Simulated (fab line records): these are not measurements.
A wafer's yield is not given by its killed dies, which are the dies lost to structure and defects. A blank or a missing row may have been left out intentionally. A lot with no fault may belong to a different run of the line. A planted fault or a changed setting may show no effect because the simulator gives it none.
A struck lot beside a sound one ; flow sky130 ; 15 out of 708 route steps
Sound: the wafers L908.2, L908.4, L908.5. Wafers L918.4, L918.5, L918.6 were the ones struck. The cause is given at the end.
At each step with rows: each side's tool, then ch and its chambers, then its first start. Under that, the readings that differ: sound wafers ; struck wafers ; difference of the means ; sigmas: that difference in standard deviations of wafers without a fault.
alike: a reading whose means differ by less than 2 such deviations, as well as words and numbers matching on both sides. not compared: withheld readings; readings where some wafer has no value; bounds like >300 that might hide an equal value; numbers whose values overlap and for which the record gives no deviation.
A row with sigmas, a row that says differs or no value, or rows on one side alone: a step with any of these is where the two part. Non-overlapping numbers with no deviation appear without sigmas and do not part them. Lack of a reading on every wafer of one side parts them only where that side has two or more wafers.

first, 6 steps without rows for these wafers: SKY_GATE_OXIDE_HMDS_04 (prime time 60 s); SKY_GATE_OXIDE_COAT_05 (resist thk 1140 nm); SKY_GATE_OXIDE_SOFTBAKE_06 (time 60 s); SKY_GATE_OXIDE_EXPOSE_07 (exposes mask LVOM, target cd 600 nm); SKY_GATE_OXIDE_PEB_08; SKY_GATE_OXIDE_DEVELOP_09 (develop time 60 s).
SKY_GATE_OXIDE_OVL_MEAS_10:
  sound on overlay-01, day 14 00:52; struck on overlay-01, day 17 07:59
  alike: GATE_OXIDE_OVL
then, 2 steps without rows for these wafers: SKY_GATE_OXIDE_IMPLANT_11; SKY_GATE_OXIDE_WET_ETCH_12 (etches SiO2 in dHF, target depth 16.8 nm, time 336 s).
SKY_GATE_OXIDE_STRIP_13: strips in O2/N2.
  sound on plasma-asher-03 ch 0, day 14 01:10; struck on plasma-asher-03 ch 0,1, day 17 08:17
  alike: drypump-motor-current-A, n2-flow-sccm, o2-flow-sccm, oes-product-au, strip-time-to-endpoint-s
  not compared: rf-hours-counter-h
SKY_GATE_OXIDE_TW_MEAS_14:
  sound on film-metro-03, day 14 01:16; struck on film-metro-04, day 17 08:23
  alike: GATE_OXIDE_TW
then, 1 step without rows for these wafers: SKY_GATE_OXIDE_CLEAN_15 (cleans in SC1/SC2, time 150 s).
SKY_GATE_OXIDE_OXIDATION_16: stabilise 600 s, purge 300 s, target thk 3.57 nm.
  sound on furnace-02 ch 0, day 14 02:04; struck on furnace-02 ch 0, day 17 10:23
reading;sound;struck;difference;sigmas
spike-tc-bottom-C (C);815 815 813;802 803 803;-12;-3
spike-tc-centre-C (C);797.0 798.0 799.6;788.1 789.6 788.5;-9.5;-7
spike-tc-lower-C (C);800.4 801.9 800.8;790.2 789.3 790.9;-10.9;-10
spike-tc-top-C (C);815.2 813.2 814.1;804.8 805.8 803.8;-9.4;-9
spike-tc-upper-C (C);800.2 799.4 799.3;790.5 790.1 790.3;-9.3;-9
tube-center-temp-C (C);800.08 799.96 800.03;789.26 789.29 789.26;-10.75;-99 or more
tube_center_temp_C_max;802.2 802.3 801.9;791.6 791.0 791.5;-10.8;-35
  alike: zone-power-centre-pct, zone-power-upper-pct
then, 1 step without rows for these wafers: SKY_POLY_GATE_CVD_00 (deposits poly-Si, target thk 180 nm, time 720 s).
-- record jumps: 31 days separate the struck wafers' starts on either side; left off in module POLY_GATE, taken up again in module PAD_OPEN, whose first shown step is the route's number 708 --
SKY_PAD_OPEN_PROBE_99:
  sound on prober-01, day 46 08:55; struck on prober-01, day 48 13:47
  alike: killed_at_M0_to_M3, killed_at_M4_up, killed-at-contacts, killed-at-front-end, killed-at-other, killed-dies, killed-on-rim, killed-open, killed-short
  not compared: model.etest.nfet_01v8.r-on-ohm-um, model.etest.nfet_01v8_lvt.drive-ua-um, model.etest.nfet_01v8_turned.drive-ua-um, model.etest.nfet_01v8.drive-ua-um, model.etest.nfet_01v8_swapped.drive-ua-um, model.etest.sram-nfet-pass.drive-ua-um, model.etest.pfet_01v8.drive-ua-um, model.etest.pfet_01v8_hvt.drive-ua-um

## WHERE THEY PART
Within this record, at SKY_GATE_OXIDE_OXIDATION_16 only. Later steps at which nothing parts them and some readings are alike: SKY_PAD_OPEN_PROBE_99.

WHY: the cause the simulator had injected
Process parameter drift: furnace-02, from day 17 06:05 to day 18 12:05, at SKY_GATE_OXIDE_OXIDATION_16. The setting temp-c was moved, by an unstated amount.
